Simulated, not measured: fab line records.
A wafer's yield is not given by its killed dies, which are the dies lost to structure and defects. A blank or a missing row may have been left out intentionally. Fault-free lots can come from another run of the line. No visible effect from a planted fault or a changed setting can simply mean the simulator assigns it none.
Struck lot and sound lot, side by side / flow sky130 / 15 out of 708 route steps
Sound: the wafers L424.3, L424.4, L424.6. Struck: wafers L413.2, L413.5, L413.6. The cause is named last.
For every step that has rows: the tool of each side, followed by ch and its chambers, followed by its first start. Under that, the readings that differ: sound wafers / struck wafers / difference of the means / sigmas: that difference in standard deviations of wafers without a fault.
alike: same words and numbers on both sides, and readings whose means sit less than 2 such deviations apart. not compared: any withheld reading, any reading some wafer has no value for, any bound like >300 that may hide the same value, and any number with overlapping values for which the record gives no deviation.
Wherever a step has rows on one side only, a row that says differs or no value, or a row with sigmas, the two part there. Numbers that have no deviation but don't overlap get no sigmas and don't part them. Lack of a reading on every wafer of one side parts them only where that side has two or more wafers.

first, 5 steps without rows for these wafers: SKY_LDD_N_COAT_02 (resist thk 300 nm); SKY_LDD_N_SOFTBAKE_03 (time 60 s); SKY_LDD_N_EXPOSE_04 (exposes mask NTM, target cd 840 nm); SKY_LDD_N_PEB_05; SKY_LDD_N_DEVELOP_06 (develop time 60 s).
SKY_LDD_N_OVL_MEAS_07:
  sound: overlay-01 at day 23 11:22; struck: overlay-02 at day 19 21:19
  alike: LDD_N_OVL
then, 6 steps without rows for these wafers: SKY_LDD_N_IMPLANT_08; SKY_LDD_N_IMPLANT_09; SKY_LDD_N_IMPLANT_10; SKY_LDD_N_IMPLANT_11; SKY_LDD_N_IMPLANT_12; SKY_LDD_N_IMPLANT_13.
SKY_LDD_N_IMPLANT_14:
  sound on implanter-03 ch 0, day 23 12:20; struck on implanter-04 ch 0, day 19 22:16
reading=rotation-deg (degrees); sound=180.02 180.00 179.98; struck=361.85 361.83 361.88; difference=+181.85; sigmas=+99 or more
  alike: end-station-pressure-torr
next, for these wafers, 1 step has no rows: SKY_LDD_N_IMPLANT_15.
-- the record jumps here: 28 days lie between the struck wafers' starts before and after (it left off in module LDD_N and takes up again in module PAD_OPEN, whose first step shown is number 708 of the route) --
SKY_PAD_OPEN_PROBE_99:
  sound: prober-01 at day 49 13:36; struck: prober-02 at day 47 15:02
reading=model.etest.nfet_01v8.off-log10-a-um; sound=-13.31 -13.35 -13.38; struck=-13.44 -13.47 -13.42; difference=-0.10; sigmas=
reading=model.etest.nfet_01v8_lvt.vt-sat-v (V); sound=0.5347 0.5289 0.5341; struck=0.6176 0.6182 0.6156; difference=+0.0846; sigmas=
reading=model.etest.sram-nfet-pass.vt-sat-v (V); sound=0.5581 0.5366 0.5694; struck=0.6276 0.6161 0.6521; difference=+0.0772; sigmas=
reading=model.etest.nfet_01v8.vt-sat-v (V); sound=0.6416 0.6386 0.6457; struck=0.7016 0.7044 0.7046; difference=+0.0616; sigmas=
reading=model.etest.nfet_01v8_swapped.vt-sat-v (V); sound=0.6483 0.641 0.6478; struck=0.5967 0.5975 0.597; difference=-0.0486; sigmas=
reading=model.etest.nfet_01v8_lvt.vt-v (V); sound=0.6094 0.605 0.6039; struck=0.6313 0.6305 0.6323; difference=+0.0253; sigmas=
reading=model.etest.nfet_01v8.vt-v (V); sound=0.6986 0.6902 0.6971; struck=0.7082 0.7113 0.7102; difference=+0.0146; sigmas=
reading=model.etest.nfet_01v8_swapped.vt-v (V); sound=0.6987 0.6904 0.6972; struck=0.7037 0.7066 0.7056; difference=+0.0099; sigmas=
  alike: killed_at_M0_to_M3, killed_at_M4_up, killed-at-contacts, killed-at-front-end, killed-at-other, killed-dies, killed-open, killed-short

WHERE THEY PART
At SKY_LDD_N_IMPLANT_14 and nowhere else, as far as this record goes. Later steps at which nothing parts them and some readings are alike: SKY_PAD_OPEN_PROBE_99.

WHY: what the simulator had put in
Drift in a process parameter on implanter-04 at SKY_LDD_N_IMPLANT_14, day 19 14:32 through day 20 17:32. From 180, the setting rotation-deg moved by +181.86. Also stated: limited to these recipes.
